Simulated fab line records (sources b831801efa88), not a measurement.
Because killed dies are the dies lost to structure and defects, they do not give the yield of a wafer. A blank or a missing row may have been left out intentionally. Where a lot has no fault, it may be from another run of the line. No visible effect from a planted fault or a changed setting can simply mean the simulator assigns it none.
What tool caused it? -- flow gf180mcu -- 6 lots with 18 wafers sampled at 2 steps, on a route of 602 steps

== WHAT THE GAUGES SHOWED, per wafer ==
GF_STI_CD_MEAS_12: the cd target is 220 nm.
lot,measured,on,cdNm (nm)
L827,day 2 07:01,cdSem-01,220.8 221.5 220.5
L830,day 2 21:06,cdSem-02,219.9 220.0 220.2
L832,day 3 08:30,cdSem-02,218.6 218.3 218.7
L843,day 5 16:50,cdSem-02,221.3 222.1 221.6
L844,day 6 01:33,cdSem-02,219.3 219.4 218.9
L849,day 6 23:31,cdSem-02,220.5 220.4 220.2

== EACH LOT AND THE TOOL THAT RAN IT (in order: tool; ch and the chambers of the sampled wafers; start) ==
lot,GF_STI_EXPOSE_09
L827,"krfScanner-02 ch 0, day 2 01:24"
L830,"krfScanner-02 ch 0, day 2 15:24"
L832,"krfScanner-02 ch 0, day 3 02:31"
L843,"krfScanner-01 ch 0, day 5 09:47"
L844,"krfScanner-01 ch 0, day 5 18:56"
L849,"krfScanner-01 ch 0, day 6 15:51"
- GF_STI_EXPOSE_09: exposes mask COMP, target cd 220 nm.

== THE ANSWER, worked out from the rows above alone ==
Rule: the usual values come from the lots themselves. The widest of any qualifying gaps counts: lots, ordered by their means at a reading, are off when they make up no more than a third of the lots, leave a main group of 4 or more, and stand apart from it by 3 or more times the standard deviation of that group's means. The tables above print the reading to a certain number of digits; a main group whose means all agree to those digits is not used. Also off: a lot with no number at a reading for which 4 or more lots have one. Where the step has rows for the other lots, those lots are counted as sound.
Nothing can be told from this: no lot is off at any reading shown.

== WHAT THE SIMULATOR HAD PUT IN ==
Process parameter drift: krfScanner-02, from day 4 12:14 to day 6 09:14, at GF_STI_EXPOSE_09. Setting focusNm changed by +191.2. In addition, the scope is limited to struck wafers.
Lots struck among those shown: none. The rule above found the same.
